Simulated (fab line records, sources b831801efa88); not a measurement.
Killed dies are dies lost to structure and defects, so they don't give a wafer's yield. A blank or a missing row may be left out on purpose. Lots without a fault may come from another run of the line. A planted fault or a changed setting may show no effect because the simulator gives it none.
Which tool did it? | flow sky130 | 13 lots, 39 wafers sampled, at 6 steps of a route of 708

WHAT THE GAUGES READ, wafer by wafer
SKY_VT_ADJUST_HVTP_CD_MEAS_07: target cd 380 nm. Usual: cd_nm 380.1 nm, standard deviation 2.9.
lot  | measured     | on        | cd_nm (nm)        | flag
L501 | day 6 21:11  | cd_sem-01 | 381.4 379.2 379.2 |
L500 | day 6 21:55  | cd_sem-01 | 378.7 375.6 377.6 |
L502 | day 7 07:45  | cd_sem-01 | 383.1 380.9 383.6 |
L503 | day 7 09:14  | cd_sem-01 | 382.5 383.6 384.6 |
L512 | day 9 17:22  | cd_sem-02 | 379.0 378.7 378.4 |
L513 | day 9 19:55  | cd_sem-01 | 375.5 377.1 375.3 |
L514 | day 10 02:24 | cd_sem-02 | 383.3 382.8 379.8 |
L515 | day 10 05:15 | cd_sem-02 | 377.3 379.1 379.4 |
L516 | day 10 12:17 | cd_sem-01 | 385.0 383.6 383.8 |
L517 | day 10 17:44 | cd_sem-02 | 382.1 380.4 379.5 |
L518 | day 11 02:56 | cd_sem-02 | 385.3 384.0 384.3 |
L519 | day 11 06:39 | cd_sem-01 | 380.9 383.9 383.7 |
L521 | day 12 04:19 | cd_sem-01 | 372.8 372.9 374.9 |

SKY_VT_ADJUST_LVTN_TW_MEAS_10. Usual: VT_ADJUST_LVTN_TW 240, standard deviation 3.4.
lot  | measured     | on            | VT_ADJUST_LVTN_TW | flag
L501 | day 7 17:45  | film_metro-04 | 243 243 243       |
L500 | day 7 17:48  | film_metro-02 | 237 236 238       |
L502 | day 8 04:25  | film_metro-04 | 239 240 241       |
L503 | day 8 05:44  | film_metro-01 | 30 31 30          | OFF
L512 | day 10 16:41 | film_metro-02 | 239 239 238       |
L513 | day 10 19:26 | film_metro-01 | 244 245 245       |
L514 | day 11 02:08 | film_metro-02 | 236 238 237       |
L515 | day 11 04:24 | film_metro-01 | 243 243 242       |
L516 | day 11 12:02 | film_metro-02 | 236 237 237       |
L517 | day 11 17:50 | film_metro-02 | 238 237 238       |
L518 | day 12 03:54 | film_metro-01 | 243 244 243       |
L519 | day 12 06:58 | film_metro-04 | 241 240 240       |
L521 | day 13 05:50 | film_metro-02 | 238 236 239       |

SKY_VT_ADJUST_HVTR_OVL_MEAS_08. Usual: VT_ADJUST_HVTR_OVL 0.8 nm, standard deviation 1.4.
lot  | measured     | on         | VT_ADJUST_HVTR_OVL (nm) | flag
L501 | day 10 09:56 | overlay-01 | 1.0 1.4 1.5             |
L500 | day 10 10:08 | overlay-01 | 1.1 -1.6 1.1            |
L502 | day 10 22:49 | overlay-01 | 0.5 0.4 0.9             |
L503 | day 10 23:04 | overlay-02 | 1.6 1.9 0.5             |
L512 | day 13 16:53 | overlay-02 | 1.5 1.4 0.7             |
L513 | day 13 20:49 | overlay-01 | 2.7 0.6 1.1             |
L514 | day 14 05:14 | overlay-02 | 0.6 0.9 -0.2            |
L515 | day 14 08:47 | overlay-01 | -1.7 -2.0 -2.7          |
L516 | day 14 15:19 | overlay-01 | 1.8 0.1 2.2             |
L517 | day 14 21:35 | overlay-02 | 1.0 -1.6 -0.4           |
L518 | day 15 10:31 | overlay-02 | 2.2 1.4 -0.5            |
L519 | day 15 13:17 | overlay-01 | 1.3 0.8 -0.5            |
L521 | day 16 14:47 | overlay-01 | 3.6 4.2 1.5             |

WHICH TOOL RAN EACH LOT (tool, then ch and the chambers of the sampled wafers, then the start)
lot  | SKY_FIELD_ISO_CMP_27         | SKY_VT_ADJUST_HVTP_STRIP_10          | SKY_VT_ADJUST_LVTN_STRIP_09
L501 | cmp-01 ch 1,2, day 3 00:58   | plasma_asher-01 ch 0,1, day 6 21:28  | plasma_asher-02 ch 0,1, day 7 17:38
L500 | cmp-02 ch 0,1,2, day 3 01:01 | plasma_asher-02 ch 0,1, day 6 22:13  | plasma_asher-01 ch 0,1, day 7 17:43
L502 | cmp-02 ch 0,1,3, day 3 09:36 | plasma_asher-01 ch 0,1, day 7 08:04  | plasma_asher-02 ch 0,1, day 8 04:19
L503 | cmp-02 ch 1,2,3, day 3 09:51 | plasma_asher-01 ch 0,1, day 7 09:31  | plasma_asher-02 ch 0,1, day 8 05:37
L512 | cmp-02 ch 0,1,3, day 5 09:47 | plasma_asher-03 ch 0,1, day 9 17:40  | plasma_asher-02 ch 0,1, day 10 16:34
L513 | cmp-01 ch 1,3, day 5 11:32   | plasma_asher-02 ch 1, day 9 20:13    | plasma_asher-01 ch 0, day 10 19:20
L514 | cmp-01 ch 0,1,2, day 5 17:11 | plasma_asher-03 ch 0, day 10 02:43   | plasma_asher-02 ch 1, day 11 02:02
L515 | cmp-01 ch 1,2,3, day 5 20:50 | plasma_asher-02 ch 0,1, day 10 05:32 | plasma_asher-02 ch 0, day 11 04:17
L516 | cmp-02 ch 0,2,3, day 6 00:31 | plasma_asher-01 ch 0,1, day 10 12:35 | plasma_asher-02 ch 0,1, day 11 11:56
L517 | cmp-02 ch 0,1,3, day 6 05:27 | plasma_asher-01 ch 0,1, day 10 18:02 | plasma_asher-04 ch 0,1, day 11 17:44
L518 | cmp-02 ch 0,2,3, day 6 13:08 | plasma_asher-01 ch 0,1, day 11 03:13 | plasma_asher-02 ch 0,1, day 12 03:47
L519 | cmp-01 ch 0,1,2, day 6 18:06 | plasma_asher-03 ch 0,1, day 11 06:56 | plasma_asher-01 ch 0,1, day 12 06:52
L521 | cmp-01 ch 0,1,3, day 7 08:14 | plasma_asher-02 ch 0,1, day 12 04:35 | plasma_asher-02 ch 0,1, day 13 05:45
- SKY_FIELD_ISO_CMP_27: polishes, stops on Si3N4, t overpolish 16 s, target thk 457.8 nm.
- SKY_VT_ADJUST_HVTP_STRIP_10: strips in O2/N2.
- SKY_VT_ADJUST_LVTN_STRIP_09: strips in O2/N2.

WHAT THE TOOLS THEMSELVES READ (means of the sampled wafers that have a number; where no wafer has one, the mark that the record gives instead)
SKY_FIELD_ISO_CMP_27. Usual: motor_current_A 11.6 A, standard deviation 1.1; overpolish_run_s 15.998 s, standard deviation 0.0083; slurry_filter_dp_kPa 13.50 kPa, standard deviation 0.13; slurry_flow_ml_min 150.0, standard deviation 0.39; time_to_endpoint_s 112 s, standard deviation 3.9.
lot  | tool   | motor_current_A (A) | overpolish_run_s (s) | slurry_filter_dp_kPa (kPa) | slurry_flow_ml_min | time_to_endpoint_s (s) | flag
L501 | cmp-01 | 12.4                | 15.998               | 13.36                      | 150.1              | 115                    |
L500 | cmp-02 | 10.9                | 15.995               | 13.72                      | 150.2              | 115                    |
L502 | cmp-02 | 11.2                | 15.995               | 13.54                      | 150.1              | 114                    |
L503 | cmp-02 | 10.7                | 16.000               | 13.60                      | 149.6              | 115                    |
L512 | cmp-02 | 11.1                | 16.002               | 13.51                      | 150.2              | 111                    |
L513 | cmp-01 | 11.7                | 16.004               | 13.57                      | 149.7              | 110                    |
L514 | cmp-01 | 12.9                | 15.999               | 13.46                      | 149.6              | 105                    |
L515 | cmp-01 | 12.4                | 16.006               | 13.43                      | 150.3              | 109                    |
L516 | cmp-02 | 11.0                | 16.001               | 13.52                      | 150.0              | 112                    |
L517 | cmp-02 | 11.3                | 15.991               | 13.49                      | 149.7              | 115                    |
L518 | cmp-02 | 10.5                | 16.003               | 13.55                      | 149.5              | 112                    |
L519 | cmp-01 | 12.5                | 15.992               | 13.46                      | 150.2              | 109                    |
L521 | cmp-01 | 12.3                | 16.002               | 13.44                      | 150.0              | 102                    |

SKY_VT_ADJUST_HVTP_STRIP_10. Usual: drypump_motor_current_A 5.8 A, standard deviation 0.34; oes_product_au 0.716 a.u., standard deviation 0.0044; strip_time_to_endpoint_s 14.18 s, standard deviation 0.037.
lot  | tool            | drypump_motor_current_A (A) | oes_product_au (a.u.) | strip_time_to_endpoint_s (s) | flag
L501 | plasma_asher-01 | 5.7                         | 0.718                 | 14.21                        |
L500 | plasma_asher-02 | 6.0                         | 0.714                 | 14.18                        |
L502 | plasma_asher-01 | 5.8                         | 0.717                 | 14.17                        |
L503 | plasma_asher-01 | 5.7                         | 0.939                 | -                            | OFF
L512 | plasma_asher-03 | 5.9                         | 0.718                 | 14.22                        |
L513 | plasma_asher-02 | 5.2                         | 0.720                 | 14.22                        |
L514 | plasma_asher-03 | 6.0                         | 0.710                 | 14.16                        |
L515 | plasma_asher-02 | 5.9                         | 0.715                 | 14.22                        |
L516 | plasma_asher-01 | 5.7                         | 0.721                 | 14.13                        |
L517 | plasma_asher-01 | 5.8                         | 0.714                 | 14.22                        |
L518 | plasma_asher-01 | 5.7                         | 0.717                 | 14.16                        |
L519 | plasma_asher-03 | 5.8                         | 0.717                 | 14.21                        |
L521 | plasma_asher-02 | 6.0                         | 0.715                 | 14.23                        |

SKY_VT_ADJUST_LVTN_STRIP_09. Usual: drypump_motor_current_A 5.7 A, standard deviation 0.44; oes_product_au 0.722 a.u., standard deviation 0.0045; strip_time_to_endpoint_s 36.92 s, standard deviation 0.12.
lot  | tool            | drypump_motor_current_A (A) | oes_product_au (a.u.) | strip_time_to_endpoint_s (s) | flag
L501 | plasma_asher-02 | 6.0                         | 0.725                 | 36.97                        |
L500 | plasma_asher-01 | 5.7                         | 0.721                 | 36.90                        |
L502 | plasma_asher-02 | 5.6                         | 0.720                 | 37.03                        |
L503 | plasma_asher-02 | 6.0                         | 0.725                 | 42.39                        | OFF
L512 | plasma_asher-02 | 5.9                         | 0.722                 | 36.87                        |
L513 | plasma_asher-01 | 5.7                         | 0.718                 | 36.94                        |
L514 | plasma_asher-02 | 5.2                         | 0.720                 | 37.03                        |
L515 | plasma_asher-02 | 6.4                         | 0.720                 | 36.98                        |
L516 | plasma_asher-02 | 5.6                         | 0.725                 | 36.98                        |
L517 | plasma_asher-04 | 5.5                         | 0.719                 | 36.71                        |
L518 | plasma_asher-02 | 6.0                         | 0.720                 | 37.06                        |
L519 | plasma_asher-01 | 5.7                         | 0.718                 | 36.93                        |
L521 | plasma_asher-02 | 5.6                         | 0.724                 | 37.08                        |

THE ANSWER, worked out from the rows above alone
Rule: a lot is off if the mean of its wafers that have a number lies more than 3 standard deviations from the usual mean. A lot without any number at a reading at which 4 lots or more have one is off too. The other lots that the step has rows for count as sound. The gauges are gone through in route order, then the tools' own readings, and for those a lot's mean is taken as printed above. The first step at which some lot is off is used, and at that step the reading that is off furthest; a lot without a number counts as furthest.
Off: L503, at SKY_VT_ADJUST_LVTN_TW_MEAS_10 (VT_ADJUST_LVTN_TW).
A tool fits if, at a process step before that reading, it ran every lot that is off, and no sound lot after the first of them. The gauges at SKY_VT_ADJUST_LVTN_TW_MEAS_10 aren't tried: what is off there is off at SKY_VT_ADJUST_HVTP_STRIP_10 too, on other tools, and a gauge's error can't cause that. None of those tried fits.

WHAT THE SIMULATOR HAD PUT IN
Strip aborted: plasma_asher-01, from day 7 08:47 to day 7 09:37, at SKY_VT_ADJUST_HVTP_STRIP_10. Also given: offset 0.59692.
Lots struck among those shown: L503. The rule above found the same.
